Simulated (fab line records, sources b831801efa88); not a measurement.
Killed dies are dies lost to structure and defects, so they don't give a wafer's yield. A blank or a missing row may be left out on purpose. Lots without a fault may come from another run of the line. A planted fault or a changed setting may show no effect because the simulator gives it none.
fab line records | flow sky130
record lots=6 wafers=18 last_day=50
route steps=708 shown GATE_OXIDE@201 POLY_GATE@204 RES_PROTECT@206 LDD_N@237 PAD_OPEN@708
lots that met no fault: from a run of the same line without faults
start_h: hours from the record's first day to the start of the lot's first wafer shown | wait_h: hours since the lot's step before | " the same as in the row above | L1.1+2: a row that stands for several wafers | - no value, or no start given | * or withheld: withheld | < > ~ a bound
route shown NAME@n: a module of which the file shows steps, and the number in the route of the first | usual: mean/standard deviation of fault-free wafers | same: alike in all rows | chamber/n: place in a boat | sites: the reading at each site | _std_site: their standard deviation | _edge_site: outer sites' mean less inner sites' | radius_mm: how far each site lies from the wafer's centre | mask NAME#n: copy n | behind: the tool/chamber that last shaped the wafer | hold: why the lot was held/for how many hours/how that ended | device: the transistor (n, p or np) that didn't switch | end of line: the same wafers' tests at the end of the route | a step without rows: its recipe alone | killed: dies lost to structure and defects at the first sort, not the wafer's yield | map: a wafer's dies, x killed, . not, _ none there
set.NAME: the setting as run; set.NAME@STEP: as run at that earlier step | model.NAME: the simulator's own value behind a step, which no gauge read
lots at some steps of the route; a table a step, a row a wafer
services: from which hour (start_h, from the record's first day; less than 0 if before it) a tool's chamber was out of use, for how many hours, and why
## steps
# step SKY_GATE_OXIDE_TW_MEAS_14
# usual GATE_OXIDE_TW=224.6/1.1
# columns lot.wafer tool chamber start_h wait_h GATE_OXIDE_TW
L197.1 film_metro-02 - 342.48 0.1 223.1
L197.2 " - " " 222.7
L197.4 " - " " 222.0
L200.1 film_metro-01 - 372.04 0.1 226.7
L200.3 " - " " 226.6
L200.6 " - " " 227.4
L199.1 film_metro-04 - 372.34 0.1 223.9
L199.5 " - " " 224.2
L199.6 " - " " 225.2
L209.3 film_metro-02 - 435.31 0.1 224.2
L209.4 " - " " 225.1
L209.6 " - " " 224.4
L212.2 film_metro-01 - 483.11 0.1 226.4
L212.3 " - " " 225.6
L212.6 " - " " 225.0
L214.4 film_metro-02 - 493.08 0.1 225.1
L214.5 " - " " 223.8
L214.6 " - " " 224.3
# step SKY_GATE_OXIDE_CLEAN_15
# recipe chemistry=SC1/SC2 mix=1:4:20 temp_c=70 time_s=150 dry=n2_spin
# step SKY_GATE_OXIDE_OXIDATION_16
# recipe temp_c=800 ambient=O2 idle_temp_c=700 ramp_up_c_per_min=10 ramp_down_c_per_min=3 stabilise_s=600 purge_s=300 target_thk_a=35.7 ox_time_s=1915
# step SKY_POLY_GATE_CVD_00
# recipe material=poly-Si target_thk_nm=180 temp_c=620 time_s=720 pressure_mtorr=200
# step SKY_POLY_GATE_THK_MEAS_01
# recipe reads=poly-Si_of_POLY_GATE_CVD_00
# usual POLY_GATE_CVD_00_THK=179.6/1.6
# columns lot.wafer tool chamber start_h wait_h POLY_GATE_CVD_00_THK[nm]
L197.1 film_metro-04 - 347.31 0.0 179.3
L197.2 " - " " 178.3
L197.4 " - " " 178.7
L200.1 film_metro-01 - 375.00 0.0 178.9
L200.3 " - " " 179.2
L200.6 " - " " 179.2
L199.1 film_metro-03 - 376.20 0.0 180.6
L199.5 " - " " 180.3
L199.6 " - " " 178.4
L209.3 film_metro-01 - 439.12 0.0 181.5
L209.4 " - " " 180.6
L209.6 " - " " 179.4
L212.2 film_metro-01 - 485.95 0.0 180.2
L212.3 " - " " 180.6
L212.6 " - " " 179.5
L214.4 film_metro-04 - 495.98 0.0 181.8
L214.5 " - " " 182.4
L214.6 " - " " 180.8
# step SKY_RES_PROTECT_DEHYDRATE_00
# recipe temp_c=200 time_s=60
# step SKY_RES_PROTECT_HMDS_01
# recipe prime_time_s=60 prime_temp_c=120
# step SKY_RES_PROTECT_COAT_02
# recipe resist=NOVOLAK spin_rpm=3000 resist_thk_nm=1140
# step SKY_RES_PROTECT_SOFTBAKE_03
# recipe temp_c=90 time_s=60 resist=NOVOLAK
# step SKY_RES_PROTECT_EXPOSE_04
# recipe mask_id=RPM na=0.6 source_shape=conventional sigma_outer=0.6 polarization=unpolarized target_cd_nm=1270 dose_mj=131
# step SKY_RES_PROTECT_PEB_05
# recipe temp_c=withheld time_s=* resist=NOVOLAK
# step SKY_RES_PROTECT_DEVELOP_06
# recipe resist=NOVOLAK developer=TMAH develop_time_s=60 dev_temp_c=23
# step SKY_POLY_GATE_IMPLANT_02
# recipe species=P energy_kev=30 dose_cm2=7.7e+15 tilt_deg=0
# same implant_ion_amu=31
# columns lot.wafer tool chamber start_h wait_h
L197.1+2+4 implanter-04 0 375.05 0.1
L200.1+3+6 implanter-04 0 402.90 0.1
L199.1+5+6 implanter-04 0 404.50 0.1
L209.3+4+6 implanter-02 0 469.40 0.1
L212.2+3+6 implanter-02 0 516.17 0.1
L214.4+5+6 implanter-04 0 526.73 0.1
# step SKY_RES_PROTECT_STRIP_07
# recipe chemistry=O2/N2 power_w=1400 pressure_mtorr=1500 platen_temp_c=withheld o2_flow_sccm=3000 n2_flow_sccm=300 overash_fraction=0.5
# usual drypump_motor_current_A=6.2/0.34 oes_product_au=0.517/0.0046 strip_time_to_endpoint_s=23.29/0.042
# columns lot.wafer tool chamber start_h wait_h drypump_motor_current_A oes_product_au rf_hours_counter_h strip_time_to_endpoint_s
L197.1 plasma_asher-02 1 375.20 0.1 6.1 0.511 53 23.32
L197.2 " 0 " " 6.4 0.518 53 23.27
L197.4 " 0 " " 6.4 0.520 - 23.29
L200.1 plasma_asher-03 1 403.05 0.1 6.0 0.520 73 23.34
L200.3 " 1 " " 6.0 0.515 - 23.37
L200.6 " 0 " " 6.1 0.514 - 23.30
L199.1 plasma_asher-03 0 404.65 0.1 6.1 0.515 73 23.30
L199.5 " 0 " " 6.1 0.520 - 23.25
L199.6 " 1 " " 6.0 0.518 - 23.25
L209.3 plasma_asher-03 0 469.53 0.1 6.1 0.511 - 23.31
L209.4 " 1 " " 6.0 0.519 - 23.23
L209.6 " 0 " " 6.1 0.514 - 23.32
L212.2 plasma_asher-03 0 516.30 0.1 6.1 0.520 84 23.24
L212.3 " 1 " " 6.0 0.524 - 23.22
L212.6 " 1 " " 6.0 0.515 - 23.27
L214.4 plasma_asher-03 1 526.83 0.1 6.0 0.505 - 23.31
L214.5 " 0 " " 6.1 0.528 - 23.35
L214.6 " 1 " " 6.0 0.518 - 23.34
# step SKY_RES_PROTECT_TW_MEAS_08
# usual POLY_GATE_TW=4039/22
# columns lot.wafer tool chamber start_h wait_h POLY_GATE_TW
L197.1 film_metro-01 - 375.30 0.1 4086
L197.2 " - " " 4085
L197.4 " - " " 4099
L200.1 film_metro-01 - 403.15 0.1 4068
L200.3 " - " " 4044
L200.6 " - " " 4024
L199.1 film_metro-01 - 404.75 0.1 4020
L199.5 " - " " 4054
L199.6 " - " " 4040
L209.3 film_metro-02 - 469.62 0.1 4058
L209.4 " - " " 4054
L209.6 " - " " 4035
L212.2 film_metro-03 - 516.41 0.1 4017
L212.3 " - " " 4029
L212.6 " - " " 4020
L214.4 film_metro-01 - 526.93 0.1 4030
L214.5 " - " " 4034
L214.6 " - " " 4023
# step SKY_RES_PROTECT_CLEAN_09
# recipe chemistry=SC1/SC2 mix=1:4:20 temp_c=70 time_s=150 dry=n2_spin
# step SKY_POLY_GATE_CVD_03
# recipe material=Si3N4 precursor=DCS/NH3 target_thk_nm=75 temp_c=770 time_s=1290 pressure_mtorr=250
# step SKY_POLY_GATE_THK_MEAS_04
# recipe reads=Si3N4_of_POLY_GATE_CVD_03
# usual POLY_GATE_CVD_03_THK=74.9/0.68
# columns lot.wafer tool chamber start_h wait_h POLY_GATE_CVD_03_THK[nm]
L197.1 film_metro-04 - 377.27 0.0 74.5
L197.2 " - " " 75.4
L197.4 " - " " 74.9
L200.1 film_metro-01 - 406.14 0.0 74.6
L200.3 " - " " 74.9
L200.6 " - " " 74.6
L199.1 film_metro-01 - 407.50 0.0 77.1
L199.5 " - " " 76.0
L199.6 " - " " 76.3
L209.3 film_metro-01 - 477.61 0.0 73.4
L209.4 " - " " 73.8
L209.6 " - " " 73.5
L212.2 film_metro-01 - 519.89 0.0 75.1
L212.3 " - " " 74.3
L212.6 " - " " 74.8
L214.4 film_metro-01 - 529.08 0.0 75.4
L214.5 " - " " 75.7
L214.6 " - " " 74.7
# step SKY_POLY_GATE_DEHYDRATE_05
# recipe temp_c=200 time_s=60
# step SKY_POLY_GATE_HMDS_06
# recipe prime_time_s=60 prime_temp_c=120
# step SKY_POLY_GATE_COAT_07
# recipe resist=BARC temp_c=withheld time_s=withheld spin_rpm=3000 resist_thk_nm=110
# step SKY_POLY_GATE_COAT_08
# recipe resist=KrF-thick spin_rpm=3000 resist_thk_nm=450
# step SKY_POLY_GATE_SOFTBAKE_09
# recipe temp_c=100 time_s=90 resist=KrF-thick
# step SKY_POLY_GATE_EXPOSE_10
# recipe mask_id=P1M na=0.68 source_shape=conventional sigma_outer=0.6 target_cd_nm=150 dose_mj=28
# step SKY_POLY_GATE_PEB_11
# recipe peb_temp_c=withheld peb_time_s=withheld resist=KrF-thick
# step SKY_POLY_GATE_DEVELOP_12
# recipe develop_time_s=60 resist=KrF-thick dev_temp_c=21
# step SKY_POLY_GATE_CD_MEAS_13
# recipe target_cd_nm=150
# usual cd_nm=150.4/1.2
# columns lot.wafer tool chamber start_h wait_h cd_nm
L197.1 cd_sem-01 - 405.86 - 150.7
L197.2 " - " " 150.3
L197.4 " - " " 150.4
L200.1 cd_sem-02 - 435.90 - 149.8
L200.3 " - " " 150.1
L200.6 " - " " 150.6
L199.1 cd_sem-01 - 437.36 - 151.3
L199.5 " - " " 151.8
L199.6 " - " " 152.0
L209.3 cd_sem-02 - 508.19 - 148.4
L209.4 " - " " 149.5
L209.6 " - " " 150.0
L212.2 cd_sem-02 - 549.57 - 151.3
L212.3 " - " " 151.0
L212.6 " - " " 150.2
L214.4 cd_sem-01 - 558.96 - 149.7
L214.5 " - " " 149.1
L214.6 " - " " 149.8
# step SKY_POLY_GATE_OVL_MEAS_14
# usual POLY_GATE_OVL=0/5.8
# columns lot.wafer tool chamber start_h wait_h POLY_GATE_OVL[nm]
L197.1 overlay-01 - 405.98 0.1 1
L197.2 " - " " 6
L197.4 " - " " 6
L200.1 overlay-01 - 436.02 0.1 0
L200.3 " - " " 4
L200.6 " - " " -3
L199.1 overlay-02 - 437.48 0.1 4
L199.5 " - " " 3
L199.6 " - " " 4
L209.3 overlay-02 - 508.28 0.1 5
L209.4 " - " " 11
L209.6 " - " " 5
L212.2 overlay-02 - 549.68 0.1 0
L212.3 " - " " -2
L212.6 " - " " -5
L214.4 overlay-02 - 559.04 0.1 11
L214.5 " - " " 0
L214.6 " - " " 10
# step SKY_POLY_GATE_ETCH_15
# recipe chemistry=N2/H2 target=BARC ion_energy_ev=200 source_w=500 bias_w=100 pressure_mtorr=30 n2_flow_sccm=100 h2_flow_sccm=200 stop_on=SiO2 time_s=118.5 target_depth_a=1100
# usual drypump_motor_current_A=5.6/0.54 oes_product_au=0.716/0.0047 throttle_valve_pct=13.214/0.0091
# columns lot.wafer tool chamber start_h wait_h drypump_motor_current_A oes_product_au rf_hours_counter_h throttle_valve_pct
L197.1 rie_diel-04 2 406.02 0.0 5.6 0.711 94 13.216
L197.2 " 1 " " 5.3 0.712 66 13.226
L197.4 " 3 " " 5.6 0.725 3 13.216
L200.1 rie_diel-01 3 436.06 0.0 5.2 0.713 76 13.201
L200.3 " 1 " " 6.7 0.708 73 13.229
L200.6 " 3 " " 5.3 0.714 - 13.212
L199.1 rie_diel-04 3 437.51 0.0 5.6 0.717 4 13.206
L199.5 " 0 " " 6.2 0.720 - 13.193
L199.6 " 1 " " 5.2 0.717 - 13.217
L209.3 rie_diel-03 3 508.31 0.0 4.7 0.708 8 13.222
L209.4 " 2 " " 5.7 0.711 12 13.206
L209.6 " 3 " " 4.7 0.719 - 13.214
L212.2 rie_diel-04 0 549.71 0.0 6.2 0.710 7 13.226
L212.3 " 1 " " 5.2 0.711 68 13.208
L212.6 " 3 " " 5.6 0.719 - 13.207
L214.4 rie_diel-04 0 559.06 0.0 6.2 0.713 7 13.219
L214.5 " 0 " " 6.2 0.710 - 13.212
L214.6 " 3 " " 5.6 0.724 - 13.209
# step SKY_POLY_GATE_ETCH_16
# recipe stop_on=poly-Si chemistry=CH3F/O2 target=Si3N4 source_w=400 bias_w=80 pressure_mtorr=25 ch3f_flow_sccm=40 O2_flow_sccm=30 time_s=147.5 target_depth_a=750
# usual drypump_motor_current_A=5.6/0.54 oes_product_au=0.640/0.0055 throttle_valve_pct=10.535/0.0091
# columns lot.wafer tool chamber start_h wait_h drypump_motor_current_A oes_product_au rf_hours_counter_h throttle_valve_pct
L197.1 rie_diel-04 2 406.10 0.0 5.7 0.651 94 10.515
L197.2 " 1 " " 5.2 0.637 66 10.537
L197.4 " 3 " " 5.6 0.647 3 10.529
L200.1 rie_diel-01 3 436.14 0.0 5.3 0.638 76 10.530
L200.3 " 1 " " 6.7 0.638 73 10.538
L200.6 " 3 " " 5.3 0.632 - 10.540
L199.1 rie_diel-04 3 437.60 0.0 5.6 0.640 4 10.541
L199.5 " 0 " " 6.2 0.639 - 10.532
L199.6 " 1 " " 5.2 0.651 - 10.541
L209.3 rie_diel-03 3 508.39 0.0 4.7 0.642 8 10.521
L209.4 " 2 " " 5.7 0.627 12 10.516
L209.6 " 3 " " 4.7 0.627 - 10.530
L212.2 rie_diel-04 0 549.79 0.0 6.2 0.640 7 10.518
L212.3 " 1 " " 5.2 0.639 68 10.542
L212.6 " 3 " " 5.6 0.638 - 10.537
L214.4 rie_diel-04 0 559.14 0.0 6.2 0.641 7 10.528
L214.5 " 0 " " 6.2 0.643 - 10.539
L214.6 " 3 " " 5.6 0.636 - 10.526
# step SKY_POLY_GATE_ETCH_17
# recipe target_depth_nm=180 stop_on=SiO2 over_etch_frac=0.56667 chemistry=HBr/Cl2 target=poly-Si icp_w=400 bias_w=100 pressure_mtorr=10 HBr_flow_sccm=150 Cl2_flow_sccm=50 time_s=70.5
# usual drypump_motor_current_A=6.2/0.48 mfc_cl2_sccm=50.00/0.15 oes_product_au=0.985/0.0059 throttle_valve_pct=33.683/0.0093
# columns lot.wafer tool chamber start_h wait_h drypump_motor_current_A mfc_cl2_sccm oes_product_au rf_hours_counter_h throttle_valve_pct
L197.1 rie_si-01 3 406.20 0.0 6.3 50.01 0.978 1 33.682
L197.2 " 1 " " 6.6 50.11 0.982 4 33.700
L197.4 " 0 " " 6.1 50.02 0.992 26 33.694
L200.1 rie_si-01 3 436.24 0.0 6.4 50.04 0.982 2 33.679
L200.3 " 0 " " 6.1 50.26 0.990 27 33.678
L200.6 " 1 " " 6.6 50.03 0.987 - 33.687
L199.1 rie_si-02 1 437.70 0.0 5.2 49.94 0.992 63 33.675
L199.5 " 1 " " 5.2 49.96 0.992 - 33.700
L199.6 " 0 " " 6.6 49.88 0.979 - 33.700
L209.3 rie_si-02 3 508.49 0.0 6.1 49.91 0.981 18 33.700
L209.4 " 0 " " 6.6 49.98 0.984 6 33.672
L209.6 " 2 " " 6.8 49.86 0.989 - 33.692
L212.2 rie_si-01 1 549.89 0.0 6.6 49.99 0.984 5 33.671
L212.3 " 0 " " 6.1 49.81 0.988 27 33.699
L212.6 " 0 " " 6.1 49.79 0.990 - 33.691
L214.4 rie_si-01 1 559.24 0.0 6.6 49.73 0.989 5 33.683
L214.5 " 2 " " 6.0 50.09 0.992 - 33.693
L214.6 " 1 " " 6.6 50.05 0.987 - 33.681
# step SKY_POLY_GATE_STRIP_18
# recipe chemistry=O2/N2 power_w=1400 pressure_mtorr=1500 platen_temp_c=withheld o2_flow_sccm=3000 n2_flow_sccm=300 overash_fraction=0.5
# usual drypump_motor_current_A=5.8/0.67 oes_product_au=0.361/0.0048 strip_time_to_endpoint_s=3.173/0.024
# columns lot.wafer tool chamber start_h wait_h drypump_motor_current_A oes_product_au rf_hours_counter_h strip_time_to_endpoint_s
L197.1 plasma_asher-01 1 406.25 0.0 4.8 0.354 28 3.219
L197.2 " 0 " " 5.7 0.360 28 3.215
L197.4 " 1 " " 4.8 0.364 - 3.189
L200.1 plasma_asher-04 1 436.29 0.0 5.8 0.360 1 3.182
L200.3 " 0 " " 6.8 0.362 - 3.146
L200.6 " 0 " " 6.8 0.362 - 3.164
L199.1 plasma_asher-01 0 437.75 0.0 5.7 0.358 31 3.182
L199.5 " 0 " " 5.8 0.359 - 3.172
L199.6 " 1 " " 4.8 0.360 - 3.165
L209.3 plasma_asher-04 1 508.58 0.1 5.8 0.357 - 3.206
L209.4 " 0 " " 6.9 0.361 - 3.194
L209.6 " 1 " " 5.8 0.366 - 3.137
L212.2 plasma_asher-02 1 549.94 0.0 6.0 0.350 70 3.168
L212.3 " 0 " " 6.3 0.351 - 3.178
L212.6 " 0 " " 6.3 0.366 - 3.178
L214.4 plasma_asher-02 0 559.33 0.1 6.4 0.366 - 3.168
L214.5 " 1 " " 6.0 0.353 - 3.154
L214.6 " 0 " " 6.4 0.362 - 3.156
# step SKY_POLY_GATE_CLEAN_19
# recipe chemistry=SC1/SC2 mix=1:4:20 temp_c=70 time_s=150 dry=n2_spin
# step SKY_POLY_GATE_OXIDATION_20
# recipe temp_c=850 ambient=O2 stabilise_s=600 purge_s=300 target_thk_a=40 ox_time_s=899
# step SKY_POLY_GATE_THK_MEAS_21
# recipe reads=SiO2_of_POLY_GATE_OXIDATION_20
# usual POLY_GATE_OXIDATION_THK=4.01/0.074
# columns lot.wafer tool chamber start_h wait_h POLY_GATE_OXIDATION_THK[nm]
L197.1 film_metro-03 - 408.09 0.0 4.03
L197.2 " - " " 4.02
L197.4 " - " " 3.95
L200.1 film_metro-04 - 438.55 0.0 4.03
L200.3 " - " " 4.00
L200.6 " - " " 4.11
L199.1 film_metro-04 - 439.80 0.0 4.01
L199.5 " - " " 4.11
L199.6 " - " " 3.91
L209.3 film_metro-04 - 509.96 0.0 4.07
L209.4 " - " " 4.05
L209.6 " - " " 4.04
L212.2 film_metro-01 - 551.36 0.0 3.90
L212.3 " - " " 3.96
L212.6 " - " " 4.03
L214.4 film_metro-03 - 560.73 0.0 4.03
L214.5 " - " " 4.02
L214.6 " - " " 4.03
# step SKY_POLY_GATE_CD_MEAS_22
# usual cd_nm=150.1/1.8
# columns lot.wafer tool chamber start_h wait_h cd_nm
L197.1 cd_sem-01 - 408.15 0.1 150.8
L197.2 " - " " 149.8
L197.4 " - " " 151.7
L200.1 cd_sem-02 - 438.67 0.1 150.3
L200.3 " - " " 146.6
L200.6 " - " " 149.7
L199.1 cd_sem-02 - 439.86 0.1 151.3
L199.5 " - " " 149.6
L199.6 " - " " 151.8
L209.3 cd_sem-02 - 510.06 0.1 146.4
L209.4 " - " " 147.7
L209.6 " - " " 148.4
L212.2 cd_sem-02 - 551.44 0.1 152.3
L212.3 " - " " 152.1
L212.6 " - " " 150.8
L214.4 cd_sem-01 - 560.84 0.1 150.0
L214.5 " - " " 149.6
L214.6 " - " " 149.3
# step SKY_LDD_N_DEHYDRATE_00
# recipe temp_c=200 time_s=60
# step SKY_LDD_N_HMDS_01
# recipe prime_time_s=60 prime_temp_c=120
# step SKY_LDD_N_COAT_02
# recipe resist=NOVOLAK spin_rpm=3000 resist_thk_nm=300
# step SKY_LDD_N_SOFTBAKE_03
# recipe temp_c=90 time_s=60 resist=NOVOLAK
# step SKY_LDD_N_EXPOSE_04
# recipe mask_id=NTM target_cd_nm=840 na=0.6 source_shape=conventional sigma_outer=0.6 dose_mj=110
# step SKY_LDD_N_PEB_05
# recipe temp_c=withheld time_s=* resist=NOVOLAK
# step SKY_PAD_OPEN_PROBE_99
# usual killed_at_M0_to_M3=43/6.7 killed_at_M4_up=3.2/1.8 killed_at_contacts=25/5.2 killed_at_front_end=15/4.4 killed_at_other=0.2/0.4 killed_dies=87/9.3 killed_open=48/7.1 killed_short=39/6
# same gross_dies=492 killed_at_back_side=0
# columns lot.wafer tool chamber start_h wait_h killed_at_M0_to_M3 killed_at_M4_up killed_at_contacts killed_at_front_end killed_at_other killed_dies killed_open killed_short model.etest.res_poly.rs_ohm_sq_rim_less_centre model.etest.res_poly.rs_ohm_sq_range model.etest.res_poly.rs_ohm_sq
L197.1 prober-01 - 1101.16 0.1 49 2 35 17 0 103 57 46 0.8292 1.602 48.8
L197.2 prober-01 - 1101.21 0.1 42 10 20 15 1 88 50 38 -0.5427 1.387 49.06
L197.4 prober-01 - 1101.31 0.2 46 2 32 20 0 100 58 42 0.2164 1.25 49.32
L200.1 prober-01 - 1120.18 0.1 43 4 20 12 0 79 52 27 -2.531 2.804 47.81
L200.3 prober-01 - 1120.28 0.2 44 0 28 14 0 86 44 42 -2.338 2.505 48.24
L200.6 prober-01 - 1120.43 0.2 42 2 21 23 0 88 43 45 -2.111 2.522 48.37
L199.1 prober-02 - 1120.49 0.1 43 0 28 9 0 80 45 35 -2.852 3.057 48.7
L199.5 prober-02 - 1120.69 0.2 53 3 25 15 0 96 50 46 -3.42 4.05 48.72
L199.6 prober-02 - 1120.74 0.2 42 2 24 16 0 84 44 40 -3.304 3.679 48.7
L209.3 prober-01 - 1165.60 0.2 48 4 32 16 0 100 58 42 0.519 0.7626 47.86
L209.4 prober-01 - 1165.65 0.2 35 6 31 20 0 92 51 41 0.4852 0.8308 48.06
L209.6 prober-01 - 1165.75 0.2 41 6 18 20 0 85 45 40 -0.2438 0.9692 47.98
L212.2 prober-02 - 1188.10 0.1 41 5 21 20 0 87 48 39 -0.2555 0.5323 48.48
L212.3 prober-02 - 1188.15 0.2 37 6 33 12 0 88 48 40 -0.3365 1.025 49.2
L212.6 prober-02 - 1188.30 0.2 28 3 27 10 0 68 32 36 -0.4661 1.358 49.3
L214.4 prober-02 - 1194.77 0.2 37 2 32 12 1 84 46 38 -0.2845 1.7 47.56
L214.5 prober-02 - 1194.82 0.2 40 3 39 15 0 97 58 39 -0.8578 1.375 47.7
L214.6 prober-02 - 1194.87 0.2 43 5 32 11 0 91 49 42 -1.012 1.593 47.82
# killed by level:class
L197.1 CONTACT:geometric_particle:open=15 VIA1:geometric_particle:open=10 VIA2:geometric_particle:open=8 VIA3:geometric_particle:open=8 CONTACT:geometric_particle:short=6 METAL2:geometric_particle:short=6 FIELD_ISO:geometric_particle:short=5 LI_CONTACT:geometric_particle:open=5
L197.2 CONTACT:geometric_particle:open=11 VIA1:geometric_particle:open=8 METAL4:geometric_particle:short=8 VIA1:geometric_particle:short=6 VIA3:geometric_particle:open=6 METAL1:geometric_particle:short=6 METAL2:geometric_particle:short=5 FIELD_ISO:geometric_particle:open=4
L197.4 CONTACT:geometric_particle:open=13 LI_CONTACT:geometric_particle:open=10 FIELD_ISO:geometric_particle:short=9 VIA1:geometric_particle:open=9 VIA3:geometric_particle:open=7 VIA2:geometric_particle:open=7 FIELD_ISO:geometric_particle:open=6 METAL3:geometric_particle:short=5
L200.1 VIA1:geometric_particle:open=12 VIA3:geometric_particle:open=7 CONTACT:geometric_particle:open=7 LI_CONTACT:geometric_particle:open=5 VIA2:geometric_particle:open=5 FIELD_ISO:geometric_particle:open=4 CONTACT:geometric_particle:short=4 VIA1:geometric_particle:short=4
L200.3 LI_CONTACT:geometric_particle:open=9 METAL1:geometric_particle:short=8 METAL2:geometric_particle:short=7 CONTACT:geometric_particle:short=7 CONTACT:geometric_particle:open=7 VIA3:geometric_particle:open=7 VIA2:geometric_particle:open=6 FIELD_ISO:geometric_particle:short=5
L200.6 FIELD_ISO:geometric_particle:open=10 VIA3:geometric_particle:short=10 VIA2:geometric_particle:open=7 CONTACT:geometric_particle:open=7 LI_CONTACT:geometric_particle:open=6 VIA2:geometric_particle:short=6 FIELD_ISO:geometric_particle:short=5 LOCAL_INTERCONNECT:geometric_particle:short=5
L199.1 VIA1:geometric_particle:open=12 CONTACT:geometric_particle:open=9 CONTACT:geometric_particle:short=8 VIA3:geometric_particle:open=7 LOCAL_INTERCONNECT:geometric_particle:short=6 VIA1:geometric_particle:short=5 LI_CONTACT:geometric_particle:open=4 VIA2:geometric_particle:open=4
L199.5 VIA2:geometric_particle:open=10 VIA1:geometric_particle:short=10 LI_CONTACT:geometric_particle:open=8 VIA1:geometric_particle:open=8 VIA3:geometric_particle:open=8 CONTACT:geometric_particle:open=6 LOCAL_INTERCONNECT:geometric_particle:short=5 METAL2:geometric_particle:short=5
L199.6 VIA1:geometric_particle:open=12 CONTACT:geometric_particle:open=9 METAL1:geometric_particle:short=6 VIA3:geometric_particle:open=6 VIA1:geometric_particle:short=6 LI_CONTACT:geometric_particle:open=5 VIA2:geometric_particle:open=5 FIELD_ISO:geometric_particle:short=4
L209.3 CONTACT:geometric_particle:open=14 VIA1:geometric_particle:open=12 LI_CONTACT:geometric_particle:open=8 VIA2:geometric_particle:open=7 LOCAL_INTERCONNECT:geometric_particle:short=6 METAL1:geometric_particle:short=6 VIA3:geometric_particle:open=6 SPACER:geometric_particle:short=5
L209.4 CONTACT:geometric_particle:open=13 VIA1:geometric_particle:open=8 VIA3:geometric_particle:open=8 LOCAL_INTERCONNECT:geometric_particle:short=6 FIELD_ISO:geometric_particle:open=5 FIELD_ISO:geometric_particle:short=5 METAL2:geometric_particle:short=5 POLY_GATE:geometric_particle:open=4
L209.6 VIA1:geometric_particle:open=9 VIA1:geometric_particle:short=7 VIA2:geometric_particle:open=7 LI_CONTACT:geometric_particle:open=6 METAL1:geometric_particle:short=6 VIA3:geometric_particle:open=6 METAL4:geometric_particle:short=5 FIELD_ISO:geometric_particle:short=4
L212.2 VIA3:geometric_particle:open=11 CONTACT:geometric_particle:open=9 LI_CONTACT:geometric_particle:open=5 VIA2:geometric_particle:open=5 POLY_GATE:geometric_particle:open=4 POLY_GATE:geometric_particle:short=4 SPACER:geometric_particle:short=4 METAL1:geometric_particle:short=4
L212.3 LI_CONTACT:geometric_particle:open=12 CONTACT:geometric_particle:open=11 METAL1:geometric_particle:short=7 LOCAL_INTERCONNECT:geometric_particle:short=6 METAL2:geometric_particle:short=5 VIA1:geometric_particle:open=5 VIA1:geometric_particle:short=5 METAL4:geometric_particle:short=4
L212.6 LI_CONTACT:geometric_particle:open=9 LI_CONTACT:geometric_particle:short=6 VIA1:geometric_particle:open=6 LOCAL_INTERCONNECT:geometric_particle:short=5 VIA3:geometric_particle:open=5 FIELD_ISO:geometric_particle:short=4 CONTACT:geometric_particle:open=4 METAL1:geometric_particle:short=4
L214.4 CONTACT:geometric_particle:open=13 VIA1:geometric_particle:open=10 VIA1:geometric_particle:short=8 CONTACT:geometric_particle:short=7 LI_CONTACT:geometric_particle:open=6 METAL1:geometric_particle:short=5 VIA3:geometric_particle:open=4 POLY_GATE:geometric_particle:short=3
L214.5 CONTACT:geometric_particle:open=13 LI_CONTACT:geometric_particle:open=12 VIA1:geometric_particle:open=11 METAL2:geometric_particle:short=9 FIELD_ISO:geometric_particle:open=6 CONTACT:geometric_particle:short=6 POLY_GATE:geometric_particle:open=5 VIA3:geometric_particle:open=5
L214.6 CONTACT:geometric_particle:open=9 LOCAL_INTERCONNECT:geometric_particle:short=8 VIA1:geometric_particle:open=8 VIA2:geometric_particle:open=8 LI_CONTACT:geometric_particle:open=7 VIA3:geometric_particle:open=6 CONTACT:geometric_particle:short=5 VIA1:geometric_particle:short=5
## services
# columns tool chamber start_h hours kind
rie_diel-04 2 353.16 7.1 repair
rie_si-01 0 354.64 7.5 repair
implanter-04 - 371.76 2.8 repair
rie_si-02 1 376.03 4.0 repair
rie_diel-01 1 381.52 4.9 repair
implanter-02 - 384.00 1.2 repair
plasma_asher-02 - 398.54 0.4 repair
plasma_asher-04 - 399.44 9.5 pm
implanter-04 - 399.49 2.7 repair
rie_diel-03 2 403.01 19.1 repair
rie_diel-03 0 403.40 14.3 repair
rie_diel-04 - 406.97 14.6 pm
implanter-04 - 413.85 6.4 repair
plasma_asher-04 - 421.25 9.0 pm
plasma_asher-04 - 425.74 2.7 repair
rie_si-01 1 432.78 2.3 repair
rie_diel-01 1 440.42 4.3 repair
rie_si-01 - 441.88 2.8 pm
rie_si-01 0 445.56 32.4 repair
rie_si-01 2 474.53 12.6 repair
rie_diel-04 - 478.06 0.2 repair
rie_diel-04 - 494.12 0.5 repair
plasma_asher-02 - 503.19 5.4 repair
implanter-04 - 552.04 3.9 repair
## key
first_sign none at tools or gauges
model_effect step=SKY_PAD_OPEN_PROBE_99 value=etest.res_poly.rs_ohm_sq_rim_less_centre without=0.1923 struck=-2.759
met_at SKY_POLY_GATE_IMPLANT_02
struck_wafers L199.1,L199.5,L199.6,L200.1,L200.3,L200.6
tester_left_out L199,L200
onset_between 375.05 402.90
fault kind=process_parameter_drift tool=implanter-04 chamber=- onset_h=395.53 steps=SKY_POLY_GATE_IMPLANT_02 channel=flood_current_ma offset=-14 shape=step end_h=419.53
# tester_left_out: of these lots the tester's yield and bins aren't shown, on N5 and GAA mostly nor the transistor test; their killed dies are dies lost to structure and defects alone, not to doping, threshold or leakage, so they don't give the yield
